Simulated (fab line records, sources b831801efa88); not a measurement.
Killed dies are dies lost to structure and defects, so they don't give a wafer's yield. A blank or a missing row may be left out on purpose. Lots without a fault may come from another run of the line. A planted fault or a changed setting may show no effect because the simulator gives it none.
Which tool did it? | flow gf180mcu | 11 lots, 33 wafers sampled, at 4 steps of a route of 602

WHAT THE GAUGES READ, wafer by wafer
GF_PASSIVATION_THK_MEAS_03.
lot  | measured     | on            | PASSIVATION_CVD_02_THK (nm)
L128 | day 28 12:41 | film_metro-03 | 692 703 703
L129 | day 28 15:11 | film_metro-03 | 706 709 720
L132 | day 29 20:11 | film_metro-03 | 693 697 690
L133 | day 30 03:37 | film_metro-01 | 688 702 706
L136 | day 30 20:25 | film_metro-02 | 707 740 699
L137 | day 31 05:23 | film_metro-01 | 699 695 703
L142 | day 32 08:46 | film_metro-03 | 696 695 708
L143 | day 32 16:03 | film_metro-01 | 698 702 706
L146 | day 33 07:39 | film_metro-02 | 703 718 717
L147 | day 33 14:45 | film_metro-01 | 697 697 704
L148 | day 33 20:19 | film_metro-02 | 708 708 709

WHICH TOOL RAN EACH LOT (tool, then ch and the chambers of the sampled wafers, then the start)
lot  | GF_V5_STRIP_18                       | GF_TOP_METAL_STRIP_17                | GF_PASSIVATION_CVD_02
L128 | plasma_asher-04 ch 0,1, day 27 14:21 | plasma_asher-02 ch 0,1, day 28 11:43 | pecvd-04 ch 1,2, day 28 12:23
L129 | plasma_asher-04 ch 0,1, day 27 16:30 | plasma_asher-04 ch 0,1, day 28 14:10 | pecvd-02 ch 0,1,2, day 28 14:55
L132 | plasma_asher-02 ch 0,1, day 28 22:00 | plasma_asher-04 ch 1, day 29 19:13   | pecvd-04 ch 1,2, day 29 19:54
L133 | plasma_asher-02 ch 0,1, day 29 05:55 | plasma_asher-03 ch 0,1, day 30 02:15 | pecvd-01 ch 0,1,2, day 30 03:18
L136 | plasma_asher-04 ch 0,1, day 29 23:58 | plasma_asher-04 ch 0,1, day 30 19:27 | pecvd-01 ch 0,1,2, day 30 20:08
L137 | plasma_asher-01 ch 0,1, day 30 09:04 | plasma_asher-03 ch 0,1, day 31 04:24 | pecvd-02 ch 0,1, day 31 05:07
L142 | plasma_asher-04 ch 0, day 31 13:27   | plasma_asher-03 ch 1, day 32 07:48   | pecvd-04 ch 0,1, day 32 08:28
L143 | plasma_asher-01 ch 0,1, day 31 20:23 | plasma_asher-02 ch 0,1, day 32 15:02 | pecvd-02 ch 0,1, day 32 15:44
L146 | plasma_asher-02 ch 0,1, day 32 13:14 | plasma_asher-03 ch 0,1, day 33 06:42 | pecvd-01 ch 0,1,2, day 33 07:20
L147 | plasma_asher-01 ch 0,1, day 32 20:21 | plasma_asher-03 ch 0,1, day 33 13:47 | pecvd-02 ch 0,1,2, day 33 14:28
L148 | plasma_asher-04 ch 0,1, day 33 02:07 | plasma_asher-03 ch 0,1, day 33 19:20 | pecvd-01 ch 0,1,2, day 33 20:01
- GF_V5_STRIP_18: strips in O2/N2.
- GF_TOP_METAL_STRIP_17: strips in O2/N2.
- GF_PASSIVATION_CVD_02: deposits Si3N4, target thk 700 nm, time 486.18 s.

THE ANSWER, worked out from the rows above alone
Rule: what is usual is taken from the lots themselves. Put in order of their means at a reading, lots are off if they are a third of the lots or fewer, leave a main group of 4 or more, and stand apart from it by a gap of 3 or more times the standard deviation of the main group's means; of several such gaps the widest counts. A main group whose means are all the same, to the digits that the tables above print for the reading, isn't used. A lot without any number at a reading at which 4 lots or more have one is off too. The other lots that the step has rows for count as sound.
No lot is off at any reading shown: from this, nothing can be told.

WHAT THE SIMULATOR HAD PUT IN
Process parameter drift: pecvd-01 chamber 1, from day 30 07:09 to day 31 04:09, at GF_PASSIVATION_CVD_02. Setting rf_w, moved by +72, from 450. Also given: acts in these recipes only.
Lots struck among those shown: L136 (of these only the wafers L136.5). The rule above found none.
